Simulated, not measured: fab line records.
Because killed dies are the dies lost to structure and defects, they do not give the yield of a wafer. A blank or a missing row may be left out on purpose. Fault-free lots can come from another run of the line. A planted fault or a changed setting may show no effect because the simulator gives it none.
A struck lot beside a sound one | flow sky130 | 15 steps out of a route of 708
Sound: the wafers L828.1, L828.4, L828.6. The struck wafers were L843.4, L843.5, L843.6. At the end, the cause is stated.
Each step with rows lists, per side, the tool, then ch with its chambers, then its first start. Under that, the readings that differ: sound wafers | struck wafers | difference of the means | sigmas: that difference in standard deviations of wafers without a fault.
alike: same words and numbers on both sides, and readings whose means sit less than 2 such deviations apart. not compared: any withheld reading, any reading some wafer has no value for, any bound like >300 that may hide the same value, and any number with overlapping values for which the record gives no deviation.
A row with sigmas, a row that says differs or no value, or rows on one side alone: a step with any of these is where the two part. Non-overlapping numbers with no deviation appear without sigmas and do not part them. Lack of a reading on every wafer of one side parts them only where that side has two or more wafers.

first, 2 steps without rows for these wafers: SKY_LOCAL_INTERCONNECT_CLEAN_17 (cleans in IPA, time 180 s); SKY_LOCAL_INTERCONNECT_CLEAN_18 (cleans in O3/DIW).
SKY_CONTACT_CVD_00: deposits Si3N4, target thk 75 nm.
  sound on pecvd-04 ch 1,2, day 30 05:49; struck on pecvd-02 ch 0,2, day 35 07:28
  alike: heater_power_w
SKY_CONTACT_THK_MEAS_01:
  sound: film_metro-04 at day 30 05:51; struck: film_metro-03 at day 35 07:31
  alike: CONTACT_CVD_00_THK
then, 1 step without rows for these wafers: SKY_CONTACT_HDPCVD_02 (deposits SiO2, target thk 565 nm, time 94.2 s).
SKY_CONTACT_THK_MEAS_03:
  sound: film_metro-03 at day 30 05:59; struck: film_metro-04 at day 35 07:39
  alike: CONTACT_HDPCVD_THK
SKY_CONTACT_CMP_04: polishes SiO2.
  sound on cmp-01 ch 0,1, day 30 06:02; struck on cmp-01 ch 0,2,3, day 35 07:50
  alike: head_pressure_psi, motor_current_A, time_to_endpoint_s
SKY_CONTACT_BOW_MEAS_05:
  sound: film_metro-04 at day 30 06:20; struck: film_metro-03 at day 35 08:02
  alike: CONTACT_BOW
then, 4 steps without rows for these wafers: SKY_CONTACT_DEHYDRATE_06 (time 60 s); SKY_CONTACT_HMDS_07 (prime time 60 s); SKY_CONTACT_COAT_08 (resist thk 60 nm); SKY_CONTACT_COAT_09 (resist thk 450 nm).
SKY_CONTACT_SOFTBAKE_10: time 90 s.
  sound on litho_track-04 ch 0, day 30 19:00; struck on litho_track-04 ch 0, day 35 21:00
  reading                  | sound                | struck            | difference                    | sigmas
  heater_power_total_W (W) | 57.40 57.20 57.36    | 61.82 62.12 61.87 | +4.62                         | +38
  plate_temp_C (C)         | 99.90 99.88 99.95    | - - -             | no value on the struck wafers |
  run_length_s (s)         | 118.75 118.83 118.85 | 99.54 99.97 99.90 | -19.01                        | -76
  alike: exhaust_pa
then, 1 step without rows for these wafers: SKY_CONTACT_EXPOSE_11 (exposes mask CTM1, target cd 170 nm).
-- the record jumps here: 14 days lie between the struck wafers' starts before and after (it left off in module CONTACT and takes up again in module PAD_OPEN, whose first step shown is number 708 of the route) --
SKY_PAD_OPEN_PROBE_99:
  sound: prober-02 at day 45 15:37; struck: prober-01 at day 49 12:22
  alike: killed_at_M0_to_M3, killed_at_M4_up, killed_at_contacts, killed_at_front_end, killed_at_other, killed_dies, killed_open, killed_short

## WHERE THEY PART
At SKY_CONTACT_SOFTBAKE_10 and nowhere else, as far as this record goes. Later steps at which nothing parts them and some readings are alike: SKY_PAD_OPEN_PROBE_99.

WHY: what had been put in by the simulator
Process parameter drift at SKY_CONTACT_SOFTBAKE_10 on litho_track-04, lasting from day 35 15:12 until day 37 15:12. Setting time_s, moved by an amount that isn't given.
